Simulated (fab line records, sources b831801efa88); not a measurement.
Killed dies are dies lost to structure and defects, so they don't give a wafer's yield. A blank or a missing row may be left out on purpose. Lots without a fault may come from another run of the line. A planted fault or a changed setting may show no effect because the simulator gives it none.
Problem report in the 8D (eight disciplines) form, filled by code | flow sky130 | the parts of the form that need people (team, actions taken, sign-off) are left out

1. THE PROBLEM
killed_at_front_end at SKY_PAD_OPEN_PROBE_99 reads a mean of 65 on 3 wafers of 1 lot; wafers without a fault read 15 with a standard deviation of 4.6. That is +11 standard deviations from the usual mean.
First seen on wafer L217.1, day 48 17:55, on prober-01. The record holds 6 wafers of 2 lots with a number at this step. Rule for "out", or "out of limits": more than 4 standard deviations from the usual mean. The other wafers with a number count as sound.

2. WHAT IT IS AND WHAT IT IS NOT
question                    | is                     | is not
which readings at this step | killed_at_front_end    | killed_at_M0_to_M3, killed_at_M4_up, killed_at_other, killed_open, killed_short
which lots                  | L217                   | L211
which wafers of those lots  | all that have a number | -
read on which tools         | prober-01              | -
when                        | from day 48 17:55      | up to then (3 sound wafers)

3. SUSPECTS, AND WHAT RULES EACH OUT
Counting: a tool at a process step up to the reading stays a suspect if it ran every lot that is out and no sound lot after the first of them.
- plasma_asher-04 at SKY_POLY_GATE_STRIP_18 (strips in O2/N2): kept. It ran the lot that is out, L217 (day 20 22:08), and no sound lot after that.
- pvd_sputter-03 at SKY_METAL5_SPUTTER_03 (material Ti, target thk 5 nm, time 3.3 s): kept. It ran the lot that is out, L217 (day 46 02:18), and no sound lot after that.
- plasma_asher-03 at SKY_PASSIVATION_STRIP_12 (strips in O2/N2): kept. It ran the lot that is out, L217 (day 47 21:04), and no sound lot after that.
- prober-01 at SKY_PAD_OPEN_PROBE_99: kept. It ran the lot that is out, L217 (day 48 17:55), and no sound lot after that; its last sound lot up to then is L211 (day 47 12:37). Its own readings are out on those wafers: killed_at_front_end.
Left after counting: plasma_asher-04 at SKY_POLY_GATE_STRIP_18, pvd_sputter-03 at SKY_METAL5_SPUTTER_03, plasma_asher-03 at SKY_PASSIVATION_STRIP_12, prober-01 at SKY_PAD_OPEN_PROBE_99.

4. THE CAUSE (what the simulator had put in)
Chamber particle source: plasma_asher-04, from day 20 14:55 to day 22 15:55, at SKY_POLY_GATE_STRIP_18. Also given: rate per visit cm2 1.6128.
Counting left 4 suspects, and this tool is among them.

5. THE CHAIN OF EFFECTS, in route order
Each row: a reading whose mean over the struck wafers that have a number lies more than 3 standard deviations from the usual. Only readings for which the record gives a usual standard deviation are gone through. hours: the time from each lot's start at the first step in this table that gives one to its start at this step, as a median over the lots. sigmas: the change in usual standard deviations.
hours | step                  | reading             | usual | on struck wafers | change | sigmas
0     | SKY_PAD_OPEN_PROBE_99 | killed_at_front_end | 15    | 65               | +50    | +11
0     | SKY_PAD_OPEN_PROBE_99 | killed_dies         | 86    | 129              | +43    | +4.4
The process steps in it:
- SKY_PAD_OPEN_PROBE_99

6. WHAT WOULD HAVE CAUGHT IT SOONER
In this record the first reading out of limits was taken at day 48 17:55, 675 hours after the fault began at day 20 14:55.
Of the tool readings at SKY_POLY_GATE_STRIP_18 for which the record gives a usual standard deviation, none was out on any struck wafer, so an alarm limit of 4 standard deviations on them would not have fired.
All the lots that are out (1) had begun SKY_POLY_GATE_STRIP_18 on plasma_asher-04 by day 48 17:55. A hold on the tool at that time would have spared none of them.
